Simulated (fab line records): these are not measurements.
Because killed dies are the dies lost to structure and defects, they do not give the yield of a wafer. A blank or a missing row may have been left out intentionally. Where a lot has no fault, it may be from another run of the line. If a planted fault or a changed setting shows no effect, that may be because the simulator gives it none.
Comparing a struck lot with a sound one / flow sky130 / 23 out of 708 route steps
Sound: wafers L359.1, L359.2, L359.4. Struck: wafer L365.5; the same lot's L365.6 was not struck, so it is left out; see the end for the cause.
Each step with rows lists, per side, the tool, then ch with its chambers, then its first start. Under that, the readings that differ: sound wafers / struck wafers / difference of the means / sigmas: that difference in standard deviations of wafers without a fault.
alike: readings with means less than 2 such deviations apart, plus words and numbers identical on both sides. not compared: withheld readings, readings lacking a value on some wafer, bounds such as >300 that could conceal the same value, and numbers that have no deviation in the record and whose values overlap.
A row with sigmas, a row that says differs or no value, or rows on one side alone: a step with any of these is where the two part. Numbers that don't overlap but have no deviation are shown without sigmas and don't part them. A reading missing from all wafers of one side parts the sides only when that side holds two or more wafers.

first, 5 steps without rows for these wafers: SKY_POLY_CUT_COAT_03 (resist thk 450 nm); SKY_POLY_CUT_SOFTBAKE_04 (time 90 s); SKY_POLY_CUT_EXPOSE_05 (exposes mask NPCM, target cd 270 nm); SKY_POLY_CUT_PEB_06; SKY_POLY_CUT_DEVELOP_07 (develop time 60 s).
SKY_POLY_CUT_CD_MEAS_08: target cd 270 nm.
  struck on cd-sem-01, day 27 06:04; sound on cd-sem-02, day 25 08:50
  alike: cd-nm
SKY_POLY_CUT_OVL_MEAS_09:
  struck on overlay-02, day 27 06:07; sound on overlay-02, day 25 08:57
reading=POLY_CUT_OVL (nm); sound=6 -3 1; struck=-10; difference=-11; sigmas=-2
SKY_POLY_CUT_ETCH_10: etches BARC in N2/H2, stops on SiO2, time 45.9 s, target depth 60 nm.
  sound on rie-diel-04 ch 0,1,3, day 25 08:59; struck on rie-diel-02 ch 3, day 27 06:09
  alike: drypump-motor-current-A, oes-product-au, throttle-valve-pct
  not compared: rf-hours-counter-h
SKY_POLY_CUT_ETCH_11: etches Si3N4 in CF4/CH2F2/Ar, stops on poly-Si, time 42.5 s, target depth 60 nm.
  sound on rie-diel-04 ch 0,1,3, day 25 09:02; struck on rie-diel-02 ch 3, day 27 06:12
  alike: drypump-motor-current-A, oes-product-au, throttle-valve-pct
  not compared: rf-hours-counter-h
SKY_POLY_CUT_STRIP_12: strips in O2/N2.
  sound on plasma-asher-02 ch 0,1, day 25 09:04; struck on plasma-asher-02 ch 0, day 27 06:17
  alike: drypump-motor-current-A, o2-flow-sccm, oes-product-au, strip-time-to-endpoint-s
  not compared: rf-hours-counter-h
then, 2 steps without rows for these wafers: SKY_SD_P_DEHYDRATE_00 (time 60 s); SKY_SD_P_HMDS_01 (prime time 60 s).
SKY_SD_P_COAT_02: resist thk 1140 nm.
  sound on litho-track-04 ch 0, day 25 23:26; struck on litho-track-04 ch 0, day 27 20:23
reading=model.NOVOLAK_of_SD_P_COAT_02.thk-nm (nm); sound=1140 1140 1138; struck=739.4; difference=-399.9; sigmas=
then, 3 steps without rows for these wafers: SKY_SD_P_SOFTBAKE_03 (time 60 s); SKY_SD_P_EXPOSE_04 (exposes mask PSDM, target cd 380 nm); SKY_SD_P_PEB_05.
SKY_SD_P_DEVELOP_06: develop time 60 s.
  sound on litho-track-02 ch 0, day 26 14:27; struck on litho-track-04 ch 0, day 28 10:44
reading=model.NOVOLAK_of_SD_P_COAT_02.thk-nm (nm); sound=1140 1139 1138; struck=739; difference=-400; sigmas=
SKY_SD_P_CD_MEAS_07: target cd 380 nm.
  struck on cd-sem-01, day 28 10:52; sound on cd-sem-01, day 26 14:36
reading=cd-nm (nm); sound=381.7 379.6 380.1; struck=428.5; difference=+48.0; sigmas=+23
SKY_SD_P_OVL_MEAS_08:
  struck on overlay-01, day 28 10:55; sound on overlay-01, day 26 14:43
  alike: SD_P_OVL
then, 1 step without rows for these wafers: SKY_SD_P_IMPLANT_09.
SKY_SD_P_STRIP_10: strips in O2/N2.
  sound on plasma-asher-01 ch 0,1, day 26 14:54; struck on plasma-asher-02 ch 0, day 28 11:09
reading=oes-product-au (a.u.); sound=0.618 0.618 0.616; struck=0.576; difference=-0.041; sigmas=-9
reading=strip-time-to-endpoint-s (s); sound=17.48 17.48 17.48; struck=12.95; difference=-4.53; sigmas=-99 or more
  alike: drypump-motor-current-A, o2-flow-sccm
  not compared: rf-hours-counter-h
SKY_SD_P_TW_MEAS_11:
  struck on film-metro-01, day 28 11:13; sound on film-metro-01, day 26 15:00
  alike: SD_P_TW
then, 1 step without rows for these wafers: SKY_PAD_OPEN_PROBE_99.

WHERE THEY PART
Earliest at SKY_POLY_CUT_OVL_MEAS_09; latest, in this record, at SKY_SD_P_STRIP_10. Later steps at which nothing parts them and some readings are alike: SKY_SD_P_TW_MEAS_11.

WHY: what the simulator had put in
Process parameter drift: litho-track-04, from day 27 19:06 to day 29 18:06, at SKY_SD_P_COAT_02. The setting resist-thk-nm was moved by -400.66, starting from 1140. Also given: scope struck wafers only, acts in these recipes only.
